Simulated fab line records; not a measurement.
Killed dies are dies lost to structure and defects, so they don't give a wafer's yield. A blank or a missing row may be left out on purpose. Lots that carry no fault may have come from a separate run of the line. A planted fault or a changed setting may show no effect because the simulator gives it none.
A struck lot beside a sound one	flow sky130	42 out of 708 route steps
Sound: the wafers L171.1, L171.4, L171.6. Struck: wafer L174.1 (left out: L174.3, L174.4 of the same lot, which were not struck); the cause appears at the end.
Each step with rows lists, per side, the tool, then ch with its chambers, then its first start. Under that, the readings that differ: sound wafers	struck wafers	difference of the means	sigmas: that difference in standard deviations of wafers without a fault.
alike: readings whose means differ by less than 2 such deviations, and words and numbers that are the same on both sides. not compared: withheld readings, readings that some wafer has no value for, bounds like >300 that may hide the same value, and numbers for which the record gives no deviation and whose values overlap.
Wherever a step has rows on one side only, a row that says differs or no value, or a row with sigmas, the two part there. Numbers that don't overlap but have no deviation are shown without sigmas and don't part them. A reading missing from all wafers of one side parts the sides only when that side holds two or more wafers.

first, 4 steps without rows for these wafers: SKY_PWDE_SOFTBAKE_03; SKY_PWDE_EXPOSE_04 (exposes mask PWDEM, target cd 840 nm); SKY_PWDE_PEB_05; SKY_PWDE_DEVELOP_06 (develop time 60 s).
SKY_PWDE_OVL_MEAS_07:
  sound on overlay-02, day 4 03:35; struck on overlay-01, day 4 19:07
reading	sound	struck	difference	sigmas
PWDE_OVL (nm)	1.4 0.7 1.4	-2.3	-3.5	-2
then, 1 step without rows for these wafers: SKY_PWDE_IMPLANT_08.
SKY_PWDE_STRIP_09: strips in O2/N2.
  sound on plasma_asher-02 ch 0,1, day 4 03:46; struck on plasma_asher-02 ch 0, day 4 19:18
reading	sound	struck	difference	sigmas
oes_product_au (a.u.)	0.723 0.725 0.725	0.713	-0.011	-3
  alike: drypump_motor_current_A, strip_time_to_endpoint_s
  not compared: rf_hours_counter_h
SKY_PWDE_TW_MEAS_10:
  sound on film_metro-03, day 4 03:52; struck on film_metro-03, day 4 19:24
  alike: PWDE_TW
then, 4 steps without rows for these wafers: SKY_NWELL_DEHYDRATE_03 (time 60 s); SKY_NWELL_HMDS_04 (prime time 60 s); SKY_NWELL_COAT_05 (resist thk 3000 nm); SKY_NWELL_SOFTBAKE_06.
SKY_NWELL_EXPOSE_07: exposes mask NWM, target cd 840 nm.
  sound on iline_stepper-01 ch 0, day 4 12:45; struck on iline_stepper-01 ch 0, day 5 04:14
  alike: mask
then, 2 steps without rows for these wafers: SKY_NWELL_PEB_08; SKY_NWELL_DEVELOP_09 (develop time 60 s).
SKY_NWELL_OVL_MEAS_10:
  sound on overlay-01, day 4 20:35; struck on overlay-02, day 5 13:16
  alike: NWELL_00_OVL
then, 3 steps without rows for these wafers: SKY_NWELL_IMPLANT_11; SKY_NWELL_IMPLANT_12; SKY_NWELL_IMPLANT_13.
SKY_NWELL_STRIP_14: strips in O2/N2.
  sound on plasma_asher-04 ch 0,1, day 4 21:04; struck on plasma_asher-02 ch 0, day 5 13:46
reading	sound	struck	difference	sigmas
strip_time_to_endpoint_s (s)	36.86 37.01 36.95	36.70	-0.24	-3
  alike: drypump_motor_current_A, oes_product_au
  not compared: rf_hours_counter_h
SKY_NWELL_TW_MEAS_15:
  sound on film_metro-04, day 4 21:10; struck on film_metro-04, day 5 13:52
  alike: NWELL_TW
then, 7 steps without rows for these wafers: SKY_NWELL_DEHYDRATE_16 (time 60 s); SKY_NWELL_HMDS_17 (prime time 60 s); SKY_NWELL_COAT_18 (resist thk 3000 nm); SKY_NWELL_SOFTBAKE_19; SKY_NWELL_EXPOSE_20 (exposes mask NWM COMPLEMENT, target cd 840 nm); SKY_NWELL_PEB_21; SKY_NWELL_DEVELOP_22 (develop time 60 s).
SKY_NWELL_OVL_MEAS_23:
  sound on overlay-02, day 5 14:37; struck on overlay-02, day 6 07:35
  alike: NWELL_01_OVL
then, 1 step without rows for these wafers: SKY_NWELL_IMPLANT_24.
SKY_NWELL_STRIP_25: strips in O2/N2.
  sound on plasma_asher-04 ch 0,1, day 5 14:49; struck on plasma_asher-03 ch 1, day 6 07:46
reading	sound	struck	difference	sigmas
drypump_motor_current_A (A)	5.8 5.3 5.3	6.6	+1.1	+2
  alike: oes_product_au, strip_time_to_endpoint_s
  not compared: rf_hours_counter_h
SKY_NWELL_TW_MEAS_26:
  sound on film_metro-04, day 5 14:55; struck on film_metro-02, day 6 07:52
  alike: NWELL_2_TW
then, 1 step without rows for these wafers: SKY_NWELL_CLEAN_27 (cleans in SC1/SC2, time 150 s).
SKY_NWELL_RTA_28: time 30 s.
  sound on rtp_anneal-01 ch 0, day 5 15:02; struck on rtp_anneal-02 ch 0, day 6 07:59
  alike: chamber_o2_ppm, lamp_power_pct, wafer_temp_C_max
SKY_NWELL_RS_MEAS_29: measurement is done with a four-point probe.
  sound on film_metro-03, day 5 15:08; struck on film_metro-04, day 6 08:05
  alike: NWELL_RS
SKY_NWELL_RS_MEAS_31: measurement is done with a four-point probe.
  sound on film_metro-03, day 5 15:22; struck on film_metro-04, day 6 08:20
  alike: PWDE_RS
then, 5 steps without rows for these wafers: SKY_VT_ADJUST_HVTP_DEHYDRATE_00 (time 60 s); SKY_VT_ADJUST_HVTP_HMDS_01 (prime time 60 s); SKY_VT_ADJUST_HVTP_COAT_02 (resist thk 1140 nm); SKY_VT_ADJUST_HVTP_SOFTBAKE_03 (time 60 s); SKY_VT_ADJUST_HVTP_EXPOSE_04 (exposes mask HVTPM, target cd 380 nm).
-- record jumps: 41 days separate the struck wafers' starts on either side; left off in module VT_ADJUST_HVTP, taken up again in module PAD_OPEN, whose first shown step is the route's number 708 --
SKY_PAD_OPEN_PROBE_99:
  sound on prober-02, day 45 23:26; struck on prober-02, day 46 20:49
reading	sound	struck	difference	sigmas
killed_at_M0_to_M3	38 38 28	53	+18	+3
model.etest.pfet_16v.r_on_ohm_um	1.543e+04 1.549e+04 1.542e+04	1.585e+04	+4.033e+02	
model.etest.res_nwell.line_ohm_um	1244 1245 1242	1066	-178	
model.etest.res_nwell.width_nm (nm)	842.6 839.6 839.1	910.9	+70.5	
model.etest.res_iso_pwell.width_nm (nm)	2638 2633 2652	2608	-33	
  alike: killed_at_M4_up, killed_at_contacts, killed_at_front_end, killed_at_other, killed_dies, killed_open, killed_short
  not compared: model.etest.pfet_16v.drive_ua_um

WHERE THEY PART
Last at SKY_PAD_OPEN_PROBE_99 as far as this record goes, first at SKY_PWDE_OVL_MEAS_07.

WHY: what the simulator had put in
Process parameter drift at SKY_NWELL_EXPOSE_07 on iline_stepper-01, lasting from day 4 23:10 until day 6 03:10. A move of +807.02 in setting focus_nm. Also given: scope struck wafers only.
